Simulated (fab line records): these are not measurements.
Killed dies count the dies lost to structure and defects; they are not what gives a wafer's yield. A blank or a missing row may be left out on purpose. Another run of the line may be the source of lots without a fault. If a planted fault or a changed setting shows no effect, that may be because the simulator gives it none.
Matching of chambers    flow sky130    rieDiel-03 running SKY_METAL3_ETCH_17: 4 sister chambers
The step etches SiO2 in C4F8/O2/Ar, stops on TiN, time 3.9 s, target depth 15 nm. 8 wafers are shown with their chamber, then 10 later ones without.

== EACH WAFER AND ITS CHAMBER ==
wafer   chamber  oesProductAu (a.u.)
L077.1  1        0.752
L079.3  1        0.752
L084.3  3        0.755
L084.6  3        0.760
L091.2  2        0.748
L091.6  0        0.758
L092.1  0        0.753
L092.2  2        0.748

== WAFERS WITHOUT THEIR CHAMBER ==
wafer   oesProductAu (a.u.)
L092.3  0.759
L092.4  0.755
L092.5  0.753
L092.6  0.751
L093.1  0.753
L093.3  0.756
L093.5  0.759
L095.1  0.747
L095.2  0.751
L095.4  0.765

== THE CHAMBER EACH PASSED THROUGH ==
wafer   from the rows above                in truth
L092.3  can't be placed: 3 or 0            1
L092.4  can't be placed: 0 or 3 or 1       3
L092.5  can't be placed: 1 or 0 or 3 or 2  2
L092.6  can't be placed: 1 or 2 or 0       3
L093.1  can't be placed: 1 or 0 or 3 or 2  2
L093.3  can't be placed: 0 or 3 or 1       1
L093.5  can't be placed: 3 or 0            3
L095.1  can't be placed: 2 or 1            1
L095.2  can't be placed: 1 or 2 or 0       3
L095.4  can't be placed: 3 or 0            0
0 of 10 placed correctly. Not placeable from these rows: 10 (in 7, the candidates include the true chamber). Wrongly placed: 0.
How it was worked out, from the rows above alone: a wafer's distance from a chamber is the root of the sum, over the readings, of the square of ((its reading less the chamber's mean) divided by the reading's scatter). If the next closest chamber is less than 2 further off than the closest, the wafer can't be placed; otherwise it belongs to the closest. A chamber's mean is the mean of its shown wafers. The scatter: take each reading less its chamber's mean, square it, sum over the shown wafers, divide by the number of wafers less the number of chambers, and take the root.
